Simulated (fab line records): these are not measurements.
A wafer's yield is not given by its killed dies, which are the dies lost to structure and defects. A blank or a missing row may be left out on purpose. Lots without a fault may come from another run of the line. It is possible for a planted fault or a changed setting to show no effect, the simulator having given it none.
Commonality check across tools -- flow sky130 -- Sample size 12 lots and 39 wafers

WHY IT WAS OPENED
At SKY_VT_ADJUST_HVTR_TW_MEAS_11 the reading VT_ADJUST_HVTR_TW is flagged on 1 of 12 lots. Fault-free wafers read 211.2, with a standard deviation of 1.9.
Rule: a lot is flagged when every wafer of it that has a number lies more than 4 standard deviations from that mean, or none has a number. As for the other lots, they are considered sound.

lot,measured,on,"VT_ADJUST_HVTR_TW, wafer by wafer",flag
L548,day 9 20:41,film_metro-03,212.7 212.1 213.2,
L552,day 11 13:29,film_metro-01,30.0 29.6 29.7 29.8 29.7 29.7,FLAGGED
L555,day 11 20:20,film_metro-03,212.6 212.6 212.3,
L556,day 11 20:35,film_metro-04,211.7 211.8 209.9,
L559,day 12 23:38,film_metro-04,212.2 212.6 211.7,
L560,day 13 04:56,film_metro-01,208.4 208.5 209.4,
L565,day 15 01:38,film_metro-03,213.0 213.8 213.4,
L566,day 15 04:26,film_metro-03,213.2 211.4 213.1,
L567,day 15 13:01,film_metro-01,207.9 207.9 206.9,
L568,day 15 21:34,film_metro-01,207.3 207.4 209.4,
L570,day 16 08:57,film_metro-04,213.1 212.8 213.4,
L571,day 16 14:38,film_metro-04,212.1 214.0 212.6,
On average the flagged lots' numbers are 29.8, which is -181.4 against the usual, or -96 standard deviations.

WHICH TOOL EACH LOT WENT THROUGH
The record keeps 1 process step preceding the reading, out of 708 steps on the route. Every cell lists first the tool, next ch and the chambers used by the sampled wafers, and last the start.
lot,flag,SKY_VT_ADJUST_HVTR_EXPOSE_04
L548,,"iline_stepper-01 ch 0, day 9 08:52"
L552,FLAGGED,"iline_stepper-02 ch 0, day 11 01:07"
L555,,"iline_stepper-02 ch 0, day 11 08:19"
L556,,"iline_stepper-02 ch 0, day 11 08:35"
L559,,"iline_stepper-02 ch 0, day 12 10:21"
L560,,"iline_stepper-02 ch 0, day 12 15:56"
L565,,"iline_stepper-02 ch 0, day 14 11:25"
L566,,"iline_stepper-01 ch 0, day 14 14:16"
L567,,"iline_stepper-02 ch 0, day 14 23:35"
L568,,"iline_stepper-01 ch 0, day 15 08:09"
L570,,"iline_stepper-01 ch 0, day 15 18:49"
L571,,"iline_stepper-02 ch 0, day 15 23:23"
What is done by these steps:
- SKY_VT_ADJUST_HVTR_EXPOSE_04: exposes mask HVTRM, target cd 380 nm.
- SKY_VT_ADJUST_HVTR_TW_MEAS_11

FLAGGED OVER TOTAL, TOOL BY TOOL (the gauges that took the reading come last)
step,tool,lots run,flagged,share of the flagged lots,sound lots run after its first flagged lot
SKY_VT_ADJUST_HVTR_EXPOSE_04,iline_stepper-01,4,0,none,-
SKY_VT_ADJUST_HVTR_EXPOSE_04,iline_stepper-02,8,1,all,"7 (L555,L556,L559,L560,L565,L567,L571)"
SKY_VT_ADJUST_HVTR_TW_MEAS_11,film_metro-01,4,1,all,"3 (L560,L567,L568)"
SKY_VT_ADJUST_HVTR_TW_MEAS_11,film_metro-03,4,0,none,-
SKY_VT_ADJUST_HVTR_TW_MEAS_11,film_metro-04,4,0,none,-

THE TABLE: WHAT IT ALLOWS
Table rows that saw every flagged lot: 2, namely iline_stepper-02 at SKY_VT_ADJUST_HVTR_EXPOSE_04 and film_metro-01 at SKY_VT_ADJUST_HVTR_TW_MEAS_11.
- iline_stepper-02 at SKY_VT_ADJUST_HVTR_EXPOSE_04: 1 of its 8 lots flagged. Sound lots followed the first flagged one (L555, L556, L559, L560, L565, L567, L571) on it, something a lasting fault affecting the whole tool could not allow.
- film_metro-01 at SKY_VT_ADJUST_HVTR_TW_MEAS_11: 1 of its 4 lots flagged. Sound lots followed the first flagged one (L560, L567, L568) on it, something a lasting fault affecting the whole tool could not allow.
Every row of the table either missed a flagged lot or ran a sound lot after the first.

WHAT THE SIMULATOR HAD INSERTED
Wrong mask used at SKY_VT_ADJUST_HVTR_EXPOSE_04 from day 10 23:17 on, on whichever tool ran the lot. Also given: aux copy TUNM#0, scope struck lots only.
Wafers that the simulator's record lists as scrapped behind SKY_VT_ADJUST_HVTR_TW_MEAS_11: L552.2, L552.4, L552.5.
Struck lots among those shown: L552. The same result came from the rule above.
